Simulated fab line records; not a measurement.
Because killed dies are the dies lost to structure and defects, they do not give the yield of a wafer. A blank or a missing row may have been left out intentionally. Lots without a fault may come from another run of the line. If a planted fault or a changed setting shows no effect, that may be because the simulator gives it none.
Matching of chambers + flow gf180mcu + rieDiel-02 running GF_PASSIVATION_ETCH_11: 4 sister chambers
The step etches the open film in CF4/O2, stops on TiN, target depth 2040 nm, time 453.3 s. 8 wafers are shown with their chamber, then 9 later ones without.

== EACH WAFER AND ITS CHAMBER ==
| wafer  | chamber | drypumpMotorCurrentA (A) | oesProductAu (a.u.) |
|--------|---------|--------------------------|---------------------|
| L088.1 | 3       | 5.7                      | 1.002               |
| L088.3 | 0       | 5.7                      | 0.977               |
| L092.2 | 2       | 4.8                      | 0.989               |
| L092.3 | 1       | 5.7                      | 0.990               |
| L092.5 | 1       | 5.7                      | 0.984               |
| L095.1 | 2       | 4.8                      | 0.991               |
| L095.2 | 0       | 5.8                      | 0.982               |
| L095.3 | 3       | 5.7                      | 0.990               |

== WAFERS WHOSE CHAMBER IS MISSING ==
| wafer  | drypumpMotorCurrentA (A) | oesProductAu (a.u.) |
|--------|--------------------------|---------------------|
| L096.1 | 5.7                      | 0.985               |
| L096.2 | 4.8                      | 0.992               |
| L096.3 | 5.7                      | 0.997               |
| L097.1 | 5.7                      | 0.983               |
| L097.2 | 5.8                      | 0.980               |
| L097.3 | 4.8                      | 1.000               |
| L097.4 | 5.7                      | 0.977               |
| L097.5 | 4.8                      | 0.990               |
| L097.6 | 5.7                      | 0.995               |

== WHICH CHAMBER EACH ONE RAN IN ==
| wafer  | from the rows above          | in truth |
|--------|------------------------------|----------|
| L096.1 | can't be placed: 1 or 0 or 3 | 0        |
| L096.2 | 2                            | 2        |
| L096.3 | can't be placed: 3 or 1      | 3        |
| L097.1 | can't be placed: 1 or 0 or 3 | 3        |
| L097.2 | can't be placed: 0 or 1      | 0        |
| L097.3 | 2                            | 2        |
| L097.4 | can't be placed: 0 or 1      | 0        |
| L097.5 | 2                            | 2        |
| L097.6 | can't be placed: 3 or 1      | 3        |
Correctly placed: 3 of 9. Cannot be placed on the basis of these rows: 6; the candidates contain the true chamber in 6. Number placed wrongly: 0.
How it was worked out, from the rows above alone: a wafer's distance from a chamber is the root of the sum, over the readings, of the square of ((its reading less the chamber's mean) divided by the reading's scatter). The wafer belongs to the nearest chamber; if the next one is less than 2 further off, it can't be placed. The mean given for a chamber averages the wafers shown for that chamber. How the scatter is found: for the shown wafers, subtract from each reading the mean of its chamber, square and add these, divide the total by (wafers less chambers), then take the root.
